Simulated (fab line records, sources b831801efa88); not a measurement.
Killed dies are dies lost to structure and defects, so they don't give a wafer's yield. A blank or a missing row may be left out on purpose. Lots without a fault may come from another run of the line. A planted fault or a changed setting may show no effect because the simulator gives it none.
Chamber matching | flow sky130 | SKY_CONTACT_ETCH_16 on rie_diel-04: 4 sister chambers
The step etches BARC in N2/H2, stops on SiO2, time 45.9 s, target depth 60 nm. 18 wafers are shown with their chamber, then 9 later ones without.

WAFERS WITH THEIR CHAMBER
wafer  | chamber | drypump_motor_current_A (A) | chamber_pressure_mTorr (mTorr) | oes_product_au (a.u.)
L076.4 | 2       | 5.0                         | 30.051                         | 0.858
L076.5 | 3       | 5.8                         | 29.970                         | 0.853
L076.6 | 0       | 5.5                         | 30.022                         | 0.854
L077.1 | 1       | 5.7                         | 29.971                         | 0.863
L077.4 | 0       | 5.5                         | 30.008                         | 0.847
L077.6 | 1       | 5.7                         | 30.005                         | 0.859
L078.2 | 1       | 5.7                         | 29.940                         | 0.850
L078.5 | 3       | 5.8                         | 29.969                         | 0.864
L078.6 | 2       | 5.0                         | 30.033                         | 0.845
L082.1 | 3       | 5.8                         | 29.999                         | 0.857
L082.5 | 2       | 5.1                         | 30.016                         | 0.856
L082.6 | 1       | 5.7                         | 29.999                         | 0.849
L086.4 | 1       | 5.7                         | 30.039                         | 0.860
L086.5 | 3       | 5.8                         | 29.983                         | 0.862
L086.6 | 2       | 5.1                         | 30.037                         | 0.860
L089.3 | 1       | 5.7                         | 29.983                         | 0.854
L089.4 | 0       | 5.5                         | 29.996                         | 0.859
L089.6 | 1       | 5.7                         | 30.004                         | 0.855

SIGNATURES (means of the wafers above)
reading                 | chamber 0 | chamber 1 | chamber 2 | chamber 3 | scatter within a chamber
drypump_motor_current_A | 5.500     | 5.700     | 5.050     | 5.800     | 0.0267
chamber_pressure_mTorr  | 30.00867  | 29.99157  | 30.03425  | 29.98025  | 0.0229
oes_product_au          | 0.85333   | 0.85571   | 0.85475   | 0.85900   | 0.00564
Rule: a wafer's distance from a chamber is the root of the sum, over the readings, of the square of ((its reading less the chamber's mean) divided by the reading's scatter). The wafer belongs to the nearest chamber; if the next one is less than 2 further off, it can't be placed. The scatter: the root of (the sum of the squares of (reading less its chamber's mean) over the shown wafers, divided by (wafers less chambers)).

WAFERS WITHOUT THEIR CHAMBER
wafer  | drypump_motor_current_A (A) | chamber_pressure_mTorr (mTorr) | oes_product_au (a.u.)
L092.2 | 5.5                         | 30.047                         | 0.851
L092.5 | 5.1                         | 29.984                         | 0.856
L092.6 | 5.8                         | 30.035                         | 0.858
L093.1 | 5.8                         | 29.997                         | 0.858
L093.4 | 5.7                         | 29.949                         | 0.856
L093.5 | 5.7                         | 29.991                         | 0.853
L096.2 | 5.5                         | 30.017                         | 0.849
L096.4 | 5.0                         | 29.925                         | 0.858
L096.6 | 5.7                         | 30.018                         | 0.853

WHICH CHAMBER EACH WENT THROUGH
wafer  | from the rows above     | in truth
L092.2 | 0                       | 0
L092.5 | 2                       | 2
L092.6 | can't be placed: 3 or 1 | 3
L093.1 | 3                       | 3
L093.4 | 1                       | 1
L093.5 | 1                       | 1
L096.2 | 0                       | 0
L096.4 | 2                       | 2
L096.6 | 1                       | 1
Placed correctly: 8 of 9. Can't be placed from these rows: 1 (the true chamber is among the candidates in 1). Placed wrongly: 0.
